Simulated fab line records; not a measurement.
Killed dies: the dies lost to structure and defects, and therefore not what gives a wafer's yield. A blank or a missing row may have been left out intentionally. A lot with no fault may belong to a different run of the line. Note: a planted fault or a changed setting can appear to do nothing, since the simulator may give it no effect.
fab line records -- flow sky130
record: lots: 6, wafers: 18, last_day: 50
route steps=708 shown VT_ADJUST_NCORE@129 VT_ADJUST_HVTR@131 PAD_OPEN@708
lots with no fault: from the same line, run without faults
start_h: hours from the record's first day to the start of the lot's first wafer shown -- wait_h: hours since the lot's step before -- " unchanged from the row above -- L1.1+2: several wafers, shown together as one row -- - value missing, or start not given -- * or withheld: withheld -- < > ~ a bound
route shown NAME@n: a module of which the file shows steps, and the number in the route of the first -- usual: average and standard deviation across the fault-free wafers -- same: alike in all rows -- chamber/n: place in a boat -- sites: readings site by site -- _std_site: how widely they spread, as a standard deviation -- _edge_site: inner sites' mean taken away from outer sites' mean -- radius_mm: how far each site lies from the wafer's centre -- mask NAME#n: copy n -- behind: the last tool/chamber to shape the wafer -- hold: cause of the lot's hold/its duration in hours/its outcome -- device: names the non-switching transistor (n, p or np) -- end of line: tests run on the same wafers once the route is complete -- a step without rows: its recipe alone -- killed: at the first sort, the dies lost to defects and structure; wafer yield is something else -- map: per-die view of a wafer (x killed, . not killed, _ where there is no die)
set.NAME: the setting that was run; set.NAME@STEP: the one run at that earlier step -- model.NAME: the simulator's own value behind a step, which no gauge read
lots at selected steps of the route; one table per step, one row per wafer
services: a tool's chamber out of use, with start hour (start_h, from the record's first day; less than 0 if before it), hours out, and reason
== steps ==
step: SKY_VT_ADJUST_NCORE_STRIP_10
recipe: chemistry: O2/N2, power_w: 1400, pressure_mtorr: 1500, platen_temp_c: withheld, o2_flow_sccm: 3000, n2_flow_sccm: 300, overash_fraction: 0.5
usual: chamber_pressure_mTorr: 1499.8/1.4, drypump_motor_current_A: 6.0/0.47, oes_product_au: 0.715/0.0043, strip_time_to_endpoint_s: 14.282/0.03
lot.wafer,tool,chamber,start_h,wait_h,chamber_pressure_mTorr,drypump_motor_current_A,oes_product_au,rf_hours_counter_h,strip_time_to_endpoint_s
L787.3,plasma_asher-02,0,208.06,0.1,1499.0,5.4,0.713,-,14.305
L787.5,plasma_asher-02,1,208.06,0.1,1500.6,6.4,0.719,-,14.271
L787.6,plasma_asher-02,0,208.06,0.1,1497.7,5.4,0.710,-,14.286
L788.1,plasma_asher-02,1,217.03,0.1,1500.0,6.4,0.713,54,14.248
L788.4,plasma_asher-02,1,217.03,0.1,1498.9,6.4,0.718,-,14.259
L788.5,plasma_asher-02,1,217.03,0.1,1499.3,6.4,0.708,-,14.194
L799.2,plasma_asher-03,1,301.38,0.1,1499.2,6.5,0.713,40,14.257
L799.3,plasma_asher-03,0,301.38,0.1,1501.2,5.5,0.711,-,14.324
L799.4,plasma_asher-03,1,301.38,0.1,1500.5,6.5,0.711,-,14.298
L800.3,plasma_asher-01,0,309.41,0.1,1499.0,5.5,0.717,-,14.280
L800.4,plasma_asher-01,1,309.41,0.1,1502.9,6.4,0.713,-,14.291
L800.6,plasma_asher-01,0,309.41,0.1,1500.2,5.5,0.709,-,14.268
L804.2,plasma_asher-01,0,346.38,0.1,1498.2,5.5,0.709,24,14.240
L804.3,plasma_asher-01,0,346.38,0.1,1499.9,5.5,0.713,-,14.258
L804.6,plasma_asher-01,1,346.38,0.1,1500.1,6.4,0.724,-,14.204
L805.1,plasma_asher-01,1,355.01,0.1,1497.4,6.5,0.709,25,14.276
L805.2,plasma_asher-01,0,355.01,0.1,1498.5,5.5,0.723,25,14.276
L805.6,plasma_asher-01,1,355.01,0.1,1501.1,6.4,0.713,-,14.278
step: SKY_VT_ADJUST_NCORE_TW_MEAS_11
usual: VT_ADJUST_NCORE_TW: 217.3/1.9
lot.wafer,tool,chamber,start_h,wait_h,VT_ADJUST_NCORE_TW
L787.3,film_metro-02,-,208.15,0.1,214.6
L787.5,film_metro-02,-,208.15,0.1,214.0
L787.6,film_metro-02,-,208.15,0.1,213.3
L788.1,film_metro-02,-,217.13,0.1,215.7
L788.4,film_metro-02,-,217.13,0.1,216.8
L788.5,film_metro-02,-,217.13,0.1,215.2
L799.2,film_metro-03,-,301.49,0.1,217.8
L799.3,film_metro-03,-,301.49,0.1,218.4
L799.4,film_metro-03,-,301.49,0.1,218.4
L800.3,film_metro-01,-,309.50,0.1,217.3
L800.4,film_metro-01,-,309.50,0.1,217.3
L800.6,film_metro-01,-,309.50,0.1,217.3
L804.2,film_metro-02,-,346.49,0.1,215.4
L804.3,film_metro-02,-,346.49,0.1,214.4
L804.6,film_metro-02,-,346.49,0.1,214.6
L805.1,film_metro-01,-,355.11,0.1,218.9
L805.2,film_metro-01,-,355.11,0.1,218.1
L805.6,film_metro-01,-,355.11,0.1,218.4
step: SKY_VT_ADJUST_HVTR_DEHYDRATE_00
recipe: temp_c: 200, time_s: 60
step: SKY_VT_ADJUST_HVTR_HMDS_01
recipe: prime_time_s: 60, prime_temp_c: 120
step: SKY_VT_ADJUST_HVTR_COAT_02
recipe: resist: NOVOLAK, spin_rpm: 3000, resist_thk_nm: 1140
step: SKY_VT_ADJUST_HVTR_SOFTBAKE_03
recipe: temp_c: 90, time_s: 60, resist: NOVOLAK
step: SKY_VT_ADJUST_HVTR_EXPOSE_04
recipe: mask_id: HVTRM, target_cd_nm: 380, na: 0.6, source_shape: conventional, sigma_outer: 0.6, dose_mj: 150
step: SKY_VT_ADJUST_HVTR_PEB_05
recipe: temp_c: withheld, time_s: *, resist: NOVOLAK
step: SKY_VT_ADJUST_HVTR_DEVELOP_06
recipe: develop_time_s: 60, dev_temp_c: 23
step: SKY_VT_ADJUST_HVTR_CD_MEAS_07
recipe: target_cd_nm: 380
usual: cd_nm: 379.6/3
lot.wafer,tool,chamber,start_h,wait_h,cd_nm
L787.3,cd_sem-01,-,229.32,0.1,377.0
L787.5,cd_sem-01,-,229.32,0.1,377.5
L787.6,cd_sem-01,-,229.32,0.1,378.4
L788.1,cd_sem-01,-,239.95,0.1,382.3
L788.4,cd_sem-01,-,239.95,0.1,381.2
L788.5,cd_sem-01,-,239.95,0.1,384.7
L799.2,cd_sem-02,-,326.27,0.1,378.2
L799.3,cd_sem-02,-,326.27,0.1,376.9
L799.4,cd_sem-02,-,326.27,0.1,378.5
L800.3,cd_sem-01,-,333.68,0.1,379.5
L800.4,cd_sem-01,-,333.68,0.1,380.7
L800.6,cd_sem-01,-,333.68,0.1,379.5
L804.2,cd_sem-01,-,373.81,0.1,380.4
L804.3,cd_sem-01,-,373.81,0.1,378.1
L804.6,cd_sem-01,-,373.81,0.1,379.6
L805.1,cd_sem-02,-,382.95,0.1,378.3
L805.2,cd_sem-02,-,382.95,0.1,377.2
L805.6,cd_sem-02,-,382.95,0.1,376.7
step: SKY_VT_ADJUST_HVTR_OVL_MEAS_08
usual: VT_ADJUST_HVTR_OVL: -0.9/1.3
lot.wafer,tool,chamber,start_h,wait_h,VT_ADJUST_HVTR_OVL[nm]
L787.3,overlay-02,-,229.41,0.1,-2.7
L787.5,overlay-02,-,229.41,0.1,-3.8
L787.6,overlay-02,-,229.41,0.1,-2.5
L788.1,overlay-02,-,240.07,0.1,0.0
L788.4,overlay-02,-,240.07,0.1,1.0
L788.5,overlay-02,-,240.07,0.1,-0.1
L799.2,overlay-01,-,326.38,0.1,0.2
L799.3,overlay-01,-,326.38,0.1,0.9
L799.4,overlay-01,-,326.38,0.1,2.7
L800.3,overlay-02,-,333.77,0.1,-4.3
L800.4,overlay-02,-,333.77,0.1,0.1
L800.6,overlay-02,-,333.77,0.1,-3.3
L804.2,overlay-02,-,373.91,0.1,-1.5
L804.3,overlay-02,-,373.91,0.1,-3.5
L804.6,overlay-02,-,373.91,0.1,-3.1
L805.1,overlay-01,-,383.07,0.1,-2.3
L805.2,overlay-01,-,383.07,0.1,-1.6
L805.6,overlay-01,-,383.07,0.1,-2.1
step: SKY_VT_ADJUST_HVTR_IMPLANT_09
recipe: species: B, energy_kev: 10, dose_cm2: 2.1e+12, tilt_deg: withheld
step: SKY_VT_ADJUST_HVTR_STRIP_10
recipe: chemistry: O2/N2, power_w: 1400, pressure_mtorr: 1500, platen_temp_c: withheld, o2_flow_sccm: 3000, n2_flow_sccm: 300, overash_fraction: 0.5
usual: chamber_pressure_mTorr: 1499.9/1.3, drypump_motor_current_A: 5.9/0.51, oes_product_au: 0.715/0.0046, strip_time_to_endpoint_s: 14.20/0.041
lot.wafer,tool,chamber,start_h,wait_h,chamber_pressure_mTorr,drypump_motor_current_A,oes_product_au,rf_hours_counter_h,strip_time_to_endpoint_s
L787.3,plasma_asher-04,1,229.62,0.1,1497.2,5.1,0.715,-,14.22
L787.5,plasma_asher-04,0,229.62,0.1,1500.4,6.2,0.724,-,14.20
L787.6,plasma_asher-04,1,229.62,0.1,1500.7,5.1,0.711,-,14.21
L788.1,plasma_asher-03,1,240.26,0.1,1499.6,6.4,0.716,34,14.18
L788.4,plasma_asher-03,1,240.26,0.1,1501.2,6.5,0.707,-,14.15
L788.5,plasma_asher-03,0,240.26,0.1,1500.6,5.5,0.721,-,14.14
L799.2,plasma_asher-03,1,326.56,0.1,1498.7,6.4,0.718,43,14.25
L799.3,plasma_asher-03,1,326.56,0.1,1500.0,6.5,0.718,-,14.26
L799.4,plasma_asher-03,0,326.56,0.1,1499.7,5.5,0.731,-,13.95
L800.3,plasma_asher-03,1,333.97,0.1,1498.3,6.5,0.716,-,14.21
L800.4,plasma_asher-03,0,333.97,0.1,1500.4,5.5,0.721,-,13.94
L800.6,plasma_asher-03,0,333.97,0.1,1501.2,5.5,0.725,-,13.90
L804.2,plasma_asher-02,0,374.09,0.1,1497.5,5.4,0.713,68,14.24
L804.3,plasma_asher-02,1,374.09,0.1,1499.1,6.4,0.724,-,14.25
L804.6,plasma_asher-02,1,374.09,0.1,1497.9,6.4,0.711,-,14.22
L805.1,plasma_asher-02,1,383.26,0.1,1500.9,6.4,0.712,68,14.20
L805.2,plasma_asher-02,0,383.26,0.1,1499.2,5.5,0.718,68,14.17
L805.6,plasma_asher-02,0,383.26,0.1,1499.5,5.4,0.708,-,14.23
step: SKY_VT_ADJUST_HVTR_TW_MEAS_11
usual: VT_ADJUST_HVTR_TW: 210.9/1.1
lot.wafer,tool,chamber,start_h,wait_h,VT_ADJUST_HVTR_TW
L787.3,film_metro-01,-,229.70,0.1,208.8
L787.5,film_metro-01,-,229.70,0.1,208.4
L787.6,film_metro-01,-,229.70,0.1,210.3
L788.1,film_metro-03,-,240.36,0.1,211.2
L788.4,film_metro-03,-,240.36,0.1,210.7
L788.5,film_metro-03,-,240.36,0.1,212.6
L799.2,film_metro-03,-,326.67,0.1,211.0
L799.3,film_metro-03,-,326.67,0.1,211.1
L799.4,film_metro-03,-,326.67,0.1,212.1
L800.3,film_metro-01,-,334.06,0.1,208.8
L800.4,film_metro-01,-,334.06,0.1,208.5
L800.6,film_metro-01,-,334.06,0.1,209.3
L804.2,film_metro-04,-,374.20,0.1,212.3
L804.3,film_metro-04,-,374.20,0.1,212.9
L804.6,film_metro-04,-,374.20,0.1,212.9
L805.1,film_metro-03,-,383.36,0.1,213.6
L805.2,film_metro-03,-,383.36,0.1,211.7
L805.6,film_metro-03,-,383.36,0.1,213.0
step: SKY_PAD_OPEN_PROBE_99
usual: killed_at_M0_to_M3: 43/5.9, killed_at_M4_up: 3.3/1.9, killed_at_contacts: 24/5.6, killed_at_front_end: 15/4.1, killed_at_other: 0.4/0.66, killed_dies: 86/9, killed_open: 47/6.9, killed_short: 39/6.2
same: gross_dies: 492, killed_at_back_side: 0
lot.wafer,tool,chamber,start_h,wait_h,killed_at_M0_to_M3,killed_at_M4_up,killed_at_contacts,killed_at_front_end,killed_at_other,killed_dies,killed_open,killed_short
L787.3,prober-01,-,1096.63,0.2,52,1,25,13,1,92,52,40
L787.5,prober-01,-,1096.73,0.2,39,5,17,20,0,81,43,38
L787.6,prober-01,-,1096.78,0.2,51,3,27,12,0,93,47,46
L788.1,prober-02,-,1101.77,0.1,42,5,29,20,0,96,57,39
L788.4,prober-02,-,1101.92,0.2,36,6,18,15,2,77,36,41
L788.5,prober-02,-,1101.97,0.2,33,7,31,15,0,86,47,39
L804.2,prober-02,-,1199.26,0.1,31,5,24,23,0,83,39,44
L804.3,prober-02,-,1199.31,0.2,37,4,14,13,1,69,36,33
L804.6,prober-02,-,1199.46,0.2,37,4,21,9,0,71,42,29
L805.1,prober-01,-,1202.97,0.1,44,2,28,11,0,85,52,32
L805.2,prober-01,-,1203.02,0.1,46,2,22,16,0,86,51,35
L805.6,prober-01,-,1203.22,0.2,39,4,18,16,0,77,39,37
killed by level:class
L787.3 CONTACT:geometric_particle:open=14 METAL1:geometric_particle:short=10 LI_CONTACT:geometric_particle:open=9 VIA2:geometric_particle:open=9 VIA1:geometric_particle:open=8 VIA1:geometric_particle:short=6 METAL3:geometric_particle:short=6 METAL2:geometric_particle:short=5
L787.5 VIA1:geometric_particle:open=14 FIELD_ISO:geometric_particle:open=6 CONTACT:geometric_particle:open=6 METAL1:geometric_particle:short=6 FIELD_ISO:geometric_particle:short=5 LI_CONTACT:geometric_particle:open=5 POLY_GATE:geometric_particle:open=4 METAL4:geometric_particle:short=4
L787.6 VIA1:geometric_particle:open=11 LI_CONTACT:geometric_particle:open=10 VIA2:geometric_particle:open=7 VIA2:geometric_particle:short=7 VIA3:geometric_particle:open=6 CONTACT:geometric_particle:short=6 CONTACT:geometric_particle:open=6 METAL1:geometric_particle:short=6
L788.1 VIA1:geometric_particle:open=12 CONTACT:geometric_particle:open=9 CONTACT:geometric_particle:short=7 VIA3:geometric_particle:open=6 LI_CONTACT:geometric_particle:open=5 VIA3:geometric_particle:short=5 FIELD_ISO:geometric_particle:open=4 POLY_GATE:geometric_particle:open=4
L788.4 VIA1:geometric_particle:open=10 CONTACT:geometric_particle:open=6 LI_CONTACT:geometric_particle:open=5 METAL2:geometric_particle:short=4 FIELD_ISO:geometric_particle:short=4 LOCAL_INTERCONNECT:geometric_particle:short=4 METAL1:geometric_particle:short=4 METAL1:geometric_particle:open=4
L788.5 CONTACT:geometric_particle:open=13 LOCAL_INTERCONNECT:geometric_particle:short=8 VIA1:geometric_particle:open=7 METAL2:geometric_particle:short=5 POLY_GATE:geometric_particle:open=5 VIA3:geometric_particle:open=5 FIELD_ISO:geometric_particle:short=4 VIA2:geometric_particle:open=4
L804.2 LI_CONTACT:geometric_particle:open=9 FIELD_ISO:geometric_particle:short=6 VIA1:geometric_particle:open=6 CONTACT:geometric_particle:open=6 FIELD_ISO:geometric_particle:open=5 METAL4:geometric_particle:short=5 METAL1:geometric_particle:short=5 VIA1:geometric_particle:short=5
L804.3 VIA1:geometric_particle:open=9 METAL2:geometric_particle:short=6 VIA2:geometric_particle:open=5 VIA3:geometric_particle:open=5 METAL4:geometric_particle:short=4 CONTACT:geometric_particle:open=4 VIA1:geometric_particle:short=4 POLY_GATE:geometric_particle:open=3
L804.6 VIA2:geometric_particle:open=9 CONTACT:geometric_particle:open=8 VIA1:geometric_particle:open=6 METAL2:geometric_particle:short=5 LI_CONTACT:geometric_particle:open=4 LOCAL_INTERCONNECT:geometric_particle:short=4 CONTACT:geometric_particle:short=4 VIA2:geometric_particle:short=4
L805.1 VIA1:geometric_particle:open=11 CONTACT:geometric_particle:open=10 LI_CONTACT:geometric_particle:open=9 METAL3:geometric_particle:open=5 METAL1:geometric_particle:short=5 VIA2:geometric_particle:open=5 VIA3:geometric_particle:short=5 FIELD_ISO:geometric_particle:short=4
L805.2 CONTACT:geometric_particle:open=11 VIA3:geometric_particle:open=9 VIA2:geometric_particle:open=8 VIA1:geometric_particle:open=6 VIA3:geometric_particle:short=6 FIELD_ISO:geometric_particle:short=5 FIELD_ISO:geometric_particle:open=5 CONTACT:geometric_particle:short=5
L805.6 VIA1:geometric_particle:open=10 METAL2:geometric_particle:short=7 LI_CONTACT:geometric_particle:open=5 LOCAL_INTERCONNECT:geometric_particle:short=5 VIA3:geometric_particle:open=5 CONTACT:geometric_particle:open=4 METAL1:geometric_particle:short=4 FIELD_ISO:geometric_particle:open=3
== services ==
tool,chamber,start_h,hours,kind
plasma_asher-02,-,338.39,8.6,repair
plasma_asher-01,-,341.42,1.0,repair
plasma_asher-02,-,370.82,0.4,repair
plasma_asher-02,-,380.90,2.1,repair
== key ==
first_sign: step: SKY_VT_ADJUST_HVTR_STRIP_10, reading: strip_time_to_endpoint_s, direction: down, sigmas: 6.5, usual: *, struck: *
effect: step: SKY_VT_ADJUST_HVTR_STRIP_10, reading: oes_product_au, direction: up, sigmas: 2.3, usual: 0.715, struck: 0.726
met_at SKY_VT_ADJUST_HVTR_STRIP_10
struck_wafers L799.4,L800.4,L800.6
tester_left_out L799,L800
onset_between 240.26 326.56
fault: kind: process_parameter_drift, tool: plasma_asher-03, chamber: 0, onset_h: 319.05, steps: SKY_VT_ADJUST_HVTR_STRIP_10, channel: power_w, offset: *, shape: step, end_h: 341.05, acts_in: *, stated: *
tester_left_out: of these lots the tester's yield and bins aren't shown, on N5 and GAA mostly nor the transistor test; their killed dies are dies lost to structure and defects alone, not to doping, threshold or leakage, so they don't give the yield
